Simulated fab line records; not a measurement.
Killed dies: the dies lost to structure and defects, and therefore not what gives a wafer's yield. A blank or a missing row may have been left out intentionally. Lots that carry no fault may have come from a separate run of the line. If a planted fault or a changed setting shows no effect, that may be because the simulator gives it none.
The tool behind it: which one? :: flow gf180mcu :: Sampling: 7 lots, 21 wafers, 2 of 602 route steps

## WHAT EACH GAUGE READ, for each wafer
GF_M3_CD_MEAS_14 targets a cd of 280 nm.
lot: L954
measured: day 21 16:01
on: cd sem-01
cd nm (nm): 281.4 282.1 281.0

lot: L958
measured: day 23 09:15
on: cd sem-01
cd nm (nm): 279.4 279.7 280.2

lot: L961
measured: day 24 13:10
on: cd sem-02
cd nm (nm): 278.7 279.5 279.1

lot: L963
measured: day 25 07:18
on: cd sem-01
cd nm (nm): 281.2 279.4 279.5

lot: L967
measured: day 26 10:19
on: cd sem-01
cd nm (nm): 279.2 280.0 280.4

lot: L973
measured: day 28 03:29
on: cd sem-01
cd nm (nm): 280.9 282.0 281.2

lot: L975
measured: day 28 16:29
on: cd sem-01
cd nm (nm): 279.2 278.4 279.1

## TOOL THAT RAN EACH LOT (tool first, then ch and the chambers of the sampled wafers, then the start)
lot: L954
GF_V2_CMP_26: cmp-02 ch 2,3, day 20 15:20

lot: L958
GF_V2_CMP_26: cmp-01 ch 0,1,2, day 22 08:55

lot: L961
GF_V2_CMP_26: cmp-01 ch 0,1,2, day 23 14:36

lot: L963
GF_V2_CMP_26: cmp-01 ch 0,2,3, day 24 09:31

lot: L967
GF_V2_CMP_26: cmp-01 ch 0,3, day 25 12:58

lot: L973
GF_V2_CMP_26: cmp-02 ch 0,1,2, day 27 07:26

lot: L975
GF_V2_CMP_26: cmp-02 ch 0,2, day 27 20:14
- GF_V2_CMP_26: polishes, stops on SiO2, t overpolish 15 s, target thk 0 nm.

## THE ANSWER, worked out from the rows above alone
Rule: what is usual is taken from the lots themselves. The widest of any qualifying gaps counts: lots, ordered by their means at a reading, are off when they make up no more than a third of the lots, leave a main group of 4 or more, and stand apart from it by 3 or more times the standard deviation of that group's means. A main group whose means are all the same, to the digits that the tables above print for the reading, isn't used. A lot without any number at a reading at which 4 lots or more have one is off too. The other lots that the step has rows for count as sound.
No lot is off on any of the readings shown, so nothing can be concluded from this.

## WHAT THE SIMULATOR HAD PUT IN
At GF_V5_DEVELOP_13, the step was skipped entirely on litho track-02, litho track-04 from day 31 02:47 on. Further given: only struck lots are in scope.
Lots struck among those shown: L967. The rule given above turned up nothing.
